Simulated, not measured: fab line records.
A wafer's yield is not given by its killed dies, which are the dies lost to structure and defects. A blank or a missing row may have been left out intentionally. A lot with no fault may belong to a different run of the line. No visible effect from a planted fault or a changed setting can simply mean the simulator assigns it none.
Check for tools in common :: flow sky130 :: Sampled: 12 lots, 36 wafers

== WHAT PROMPTED THE OPENING ==
SKY_GATE_OXIDE_THK_MEAS_02, reading GATE_OXIDE_OXIDATION_00_THK: flagged on 2 of 12 lots. Wafers without a fault read 10.23 nm, standard deviation 0.2.
Rule: a lot is flagged in two cases, either no wafer of it has a number, or all its wafers with numbers fall more than 4 standard deviations from that mean. As for the other lots, they are considered sound.

lot: L852
measured: day 12 20:13
on: film_metro-03
GATE_OXIDE_OXIDATION_00_THK (nm), wafer by wafer: 9.84 9.87 9.93
flag: 

lot: L853
measured: day 13 03:38
on: film_metro-02
GATE_OXIDE_OXIDATION_00_THK (nm), wafer by wafer: 10.22 9.94 10.05
flag: 

lot: L856
measured: day 15 06:52
on: film_metro-02
GATE_OXIDE_OXIDATION_00_THK (nm), wafer by wafer: 10.59 10.63 10.69
flag: 

lot: L857
measured: day 15 19:34
on: film_metro-01
GATE_OXIDE_OXIDATION_00_THK (nm), wafer by wafer: 10.22 10.30 10.23
flag: 

lot: L860
measured: day 16 11:58
on: film_metro-03
GATE_OXIDE_OXIDATION_00_THK (nm), wafer by wafer: 9.95 9.78 9.83
flag: 

lot: L859
measured: day 16 11:59
on: film_metro-01
GATE_OXIDE_OXIDATION_00_THK (nm), wafer by wafer: 10.34 10.10 10.41
flag: 

lot: L861
measured: day 16 12:02
on: film_metro-01
GATE_OXIDE_OXIDATION_00_THK (nm), wafer by wafer: 10.35 10.31 10.49
flag: 

lot: L863
measured: day 16 23:02
on: film_metro-02
GATE_OXIDE_OXIDATION_00_THK (nm), wafer by wafer: 10.50 10.55 10.47
flag: 

lot: L870
measured: day 19 08:26
on: film_metro-02
GATE_OXIDE_OXIDATION_00_THK (nm), wafer by wafer: 10.23 10.51 10.45
flag: 

lot: L871
measured: day 19 11:20
on: film_metro-03
GATE_OXIDE_OXIDATION_00_THK (nm), wafer by wafer: 10.17 10.22 10.14
flag: 

lot: L872
measured: day 19 17:58
on: film_metro-02
GATE_OXIDE_OXIDATION_00_THK (nm), wafer by wafer: 9.23 9.18 9.18
flag: FLAGGED

lot: L873
measured: day 20 13:23
on: film_metro-03
GATE_OXIDE_OXIDATION_00_THK (nm), wafer by wafer: 9.07 9.13 9.03
flag: FLAGGED
On average the flagged lots' numbers are 9.14 nm, which is -1.09 nm against the usual, or -5 standard deviations.

== WHICH TOOL RAN EACH LOT ==
The record holds 2 process steps before the reading, out of a route of 708 steps. Each cell gives the tool, then ch followed by the chambers the sampled wafers passed through, then the start.
lot: L852
flag: 
SKY_SONOS_ONO_ETCH_15: rie_diel-02 ch 0,1, day 12 17:08
SKY_GATE_OXIDE_OXIDATION_01: furnace-02 ch 0, day 12 18:47

lot: L853
flag: 
SKY_SONOS_ONO_ETCH_15: rie_diel-03 ch 0,1,3, day 13 00:47
SKY_GATE_OXIDE_OXIDATION_01: furnace-02 ch 0, day 13 02:13

lot: L856
flag: 
SKY_SONOS_ONO_ETCH_15: rie_diel-02 ch 0,1,2, day 15 04:17
SKY_GATE_OXIDE_OXIDATION_01: furnace-01 ch 0, day 15 05:27

lot: L857
flag: 
SKY_SONOS_ONO_ETCH_15: rie_diel-03 ch 1,3, day 15 16:53
SKY_GATE_OXIDE_OXIDATION_01: furnace-01 ch 0, day 15 18:09

lot: L860
flag: 
SKY_SONOS_ONO_ETCH_15: rie_diel-01 ch 0,1,3, day 16 06:18
SKY_GATE_OXIDE_OXIDATION_01: furnace-01 ch 0, day 16 10:33

lot: L859
flag: 
SKY_SONOS_ONO_ETCH_15: rie_diel-03 ch 0,1,3, day 16 06:11
SKY_GATE_OXIDE_OXIDATION_01: furnace-01 ch 0, day 16 10:33

lot: L861
flag: 
SKY_SONOS_ONO_ETCH_15: rie_diel-01 ch 0,1,2, day 16 08:26
SKY_GATE_OXIDE_OXIDATION_01: furnace-01 ch 0, day 16 10:33

lot: L863
flag: 
SKY_SONOS_ONO_ETCH_15: rie_diel-03 ch 0,2,3, day 16 14:08
SKY_GATE_OXIDE_OXIDATION_01: furnace-02 ch 0, day 16 21:37

lot: L870
flag: 
SKY_SONOS_ONO_ETCH_15: rie_diel-02 ch 0,2,3, day 19 06:26
SKY_GATE_OXIDE_OXIDATION_01: furnace-02 ch 0, day 19 07:01

lot: L871
flag: 
SKY_SONOS_ONO_ETCH_15: rie_diel-02 ch 0,3, day 19 09:35
SKY_GATE_OXIDE_OXIDATION_01: furnace-02 ch 0, day 19 09:55

lot: L872
flag: FLAGGED
SKY_SONOS_ONO_ETCH_15: rie_diel-03 ch 0,1,3, day 19 15:29
SKY_GATE_OXIDE_OXIDATION_01: furnace-01 ch 0, day 19 16:34

lot: L873
flag: FLAGGED
SKY_SONOS_ONO_ETCH_15: rie_diel-03 ch 0,2,3, day 20 11:20
SKY_GATE_OXIDE_OXIDATION_01: furnace-01 ch 0, day 20 11:56
These steps, and what they do:
- SKY_SONOS_ONO_ETCH_15: etches the open film in CHF3/O2, target depth 19.52 nm, time 7.8 s.
- SKY_GATE_OXIDE_OXIDATION_01: stabilise 600 s, purge 300 s, target thk 10.268 nm.
- SKY_GATE_OXIDE_THK_MEAS_02

== FLAGGED OVER TOTAL, TOOL BY TOOL (the gauges that took the reading come last) ==
step: SKY_SONOS_ONO_ETCH_15
tool: rie_diel-01
lots run: 2
flagged: 0
share of the flagged lots: none
sound lots run after its first flagged lot: -

step: SKY_SONOS_ONO_ETCH_15
tool: rie_diel-02
lots run: 4
flagged: 0
share of the flagged lots: none
sound lots run after its first flagged lot: -

step: SKY_SONOS_ONO_ETCH_15
tool: rie_diel-03
lots run: 6
flagged: 2
share of the flagged lots: all
sound lots run after its first flagged lot: 0

step: SKY_GATE_OXIDE_OXIDATION_01
tool: furnace-01
lots run: 7
flagged: 2
share of the flagged lots: all
sound lots run after its first flagged lot: 0

step: SKY_GATE_OXIDE_OXIDATION_01
tool: furnace-02
lots run: 5
flagged: 0
share of the flagged lots: none
sound lots run after its first flagged lot: -

step: SKY_GATE_OXIDE_THK_MEAS_02
tool: film_metro-01
lots run: 3
flagged: 0
share of the flagged lots: none
sound lots run after its first flagged lot: -

step: SKY_GATE_OXIDE_THK_MEAS_02
tool: film_metro-02
lots run: 5
flagged: 1
share of the flagged lots: some
sound lots run after its first flagged lot: 0

step: SKY_GATE_OXIDE_THK_MEAS_02
tool: film_metro-03
lots run: 4
flagged: 1
share of the flagged lots: some
sound lots run after its first flagged lot: 0

== WHAT IS ALLOWED BY THE TABLE ==
Rows of the table that ran all the flagged lots, 2 in number: rie_diel-03 at SKY_SONOS_ONO_ETCH_15; furnace-01 at SKY_GATE_OXIDE_OXIDATION_01.
- rie_diel-03 at SKY_SONOS_ONO_ETCH_15 ran 6 lots, 2 of them flagged. A fault beginning between L863 (day 16 14:08), its last sound lot, and L872 (day 19 15:29), its first flagged one, fits the data.
- furnace-01 at SKY_GATE_OXIDE_OXIDATION_01 ran 7 lots, 2 of them flagged. A fault beginning between L859 (day 16 10:33), its last sound lot, and L872 (day 19 16:34), its first flagged one, fits the data.
These 2 tools cannot be told apart by counting lots, since each of them fits a fault that started at some hour. More lots, or a look at what each step does to the wafer, might.

== WHAT WAS PUT IN BY THE SIMULATOR ==
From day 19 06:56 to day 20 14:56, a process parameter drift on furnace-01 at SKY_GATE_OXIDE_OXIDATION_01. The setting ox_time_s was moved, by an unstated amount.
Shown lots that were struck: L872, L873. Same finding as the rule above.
